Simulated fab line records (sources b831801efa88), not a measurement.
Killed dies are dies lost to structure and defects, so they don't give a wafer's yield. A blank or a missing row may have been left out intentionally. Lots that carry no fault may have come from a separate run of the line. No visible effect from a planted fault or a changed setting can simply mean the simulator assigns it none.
Problem report in the 8D (eight disciplines) form, filled by code / flow gf180mcu / the parts of the form that need people (team, actions taken, sign-off) are left out

1. WHAT WENT WRONG
Wafers free of any fault read 4.00 nm (standard deviation 0.076) for POLY_GATE_OXIDATION_THK at GF_POLY_GATE_THK_MEAS_17, against a mean of 4.92 nm on 6 wafers of 2 lots. Relative to the usual mean, that is a shift of +12 standard deviations.
Earliest sighting: wafer L349.1 on film_metro-01 at day 13 09:38. At this step, 36 wafers from 12 lots have a number in the record. Rule for "out" (also "out of limits"): further than 4 standard deviations from the usual mean. The other wafers with a number count as sound.

2. WHAT IT IS AND WHAT IT IS NOT
question=which readings at this step | is=POLY_GATE_OXIDATION_THK | is not=-
question=which lots | is=L349, L350 | is not=L336, L338, L339, L341, L343, L344, L345, L346, L351, L357
question=which wafers of those lots | is=all that have a number | is not=-
question=read on which gauges | is=film_metro-01, film_metro-04 | is not=film_metro-03
question=when | is=from day 13 09:38 | is not=up to then (24 sound wafers); but 6 sound wafers of L351, L357 came after

3. SUSPECTS, AND WHAT RULES EACH OUT
Counting: any tool at a process step up to the reading is kept as a suspect provided that every lot that is out went through it and no sound lot did after the first of them.
- the gauge at GF_POLY_GATE_THK_MEAS_17 has been ruled out. Those wafers that are out were read across 2 gauges (film_metro-01, film_metro-04).
- furnace-01 at GF_POLY_GATE_OXIDATION_16 (stabilise 600 s, purge 300 s, target thk 4 nm): kept. Every lot that is out went through it, starting with L349 (day 13 08:23), and after that it ran no sound lot; the last sound lot it ran before then is L345 (day 12 07:35). On those wafers its own readings are out: spike_tc_bottom_C, spike_tc_centre_C, spike_tc_lower_C, spike_tc_top_C, spike_tc_upper_C, tube_center_temp_C, tube_center_temp_C_max.
Remaining after the count: furnace-01 at GF_POLY_GATE_OXIDATION_16.

4. THE CAUSE (what the simulator had put in)
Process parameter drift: furnace-01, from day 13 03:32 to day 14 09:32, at GF_POLY_GATE_OXIDATION_16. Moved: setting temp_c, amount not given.
After counting, this tool was the only one left.

5. THE CHAIN OF EFFECTS, in route order
Each row: a reading whose mean over the struck wafers that have a number lies more than 3 standard deviations from the usual. Only readings for which the record gives a usual standard deviation are gone through. hours: the time from each lot's start at the first step in this table that gives one to its start at this step, as a median over the lots. sigmas: the change in usual standard deviations.
hours=0; step=GF_POLY_GATE_OXIDATION_16; reading=spike_tc_bottom_C; usual=866.4 C; on struck wafers=881.8; change=+15.4; sigmas=+14
hours=0; step=GF_POLY_GATE_OXIDATION_16; reading=spike_tc_centre_C; usual=851.2 C; on struck wafers=867.7; change=+16.5; sigmas=+17
hours=0; step=GF_POLY_GATE_OXIDATION_16; reading=spike_tc_lower_C; usual=850.1 C; on struck wafers=865.8; change=+15.7; sigmas=+13
hours=0; step=GF_POLY_GATE_OXIDATION_16; reading=spike_tc_top_C; usual=863.2 C; on struck wafers=879.5; change=+16.3; sigmas=+15
hours=0; step=GF_POLY_GATE_OXIDATION_16; reading=spike_tc_upper_C; usual=849.7 C; on struck wafers=865.1; change=+15.4; sigmas=+9.1
hours=0; step=GF_POLY_GATE_OXIDATION_16; reading=tube_center_temp_C; usual=850 C; on struck wafers=866; change=+16; sigmas=+99 or more
hours=0; step=GF_POLY_GATE_OXIDATION_16; reading=tube_center_temp_C_max; usual=852.2; on struck wafers=868.1; change=+15.9; sigmas=+48
hours=1; step=GF_POLY_GATE_THK_MEAS_17; reading=POLY_GATE_OXIDATION_THK; usual=4.00 nm; on struck wafers=4.92; change=+0.92; sigmas=+12
It contains these process steps:
- GF_POLY_GATE_OXIDATION_16: stabilise 600 s, purge 300 s, target thk 4 nm.
At these later measuring or inspecting steps, every struck wafer for which the step has a row has a number for every such reading, and none has moved that far: GF_CONTACT_THK_MEAS_26, GF_V1_CD_MEAS_14.

6. WHAT WOULD HAVE CAUGHT IT SOONER
In this record the first reading out of limits at a measuring or inspecting step was taken at day 13 09:38, 6 hours after the fault began at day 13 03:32.
The tool's own readings at GF_POLY_GATE_OXIDATION_16 were out on every struck wafer that the step has a row for (spike_tc_bottom_C, spike_tc_centre_C, spike_tc_lower_C, spike_tc_top_C, spike_tc_upper_C, tube_center_temp_C, tube_center_temp_C_max): an alarm limit on them would have fired on the first of those.
Of the lots that are out (2), L350 began GF_POLY_GATE_OXIDATION_16 on furnace-01 after day 13 09:38. A tool hold placed at that time would have kept it from harm.
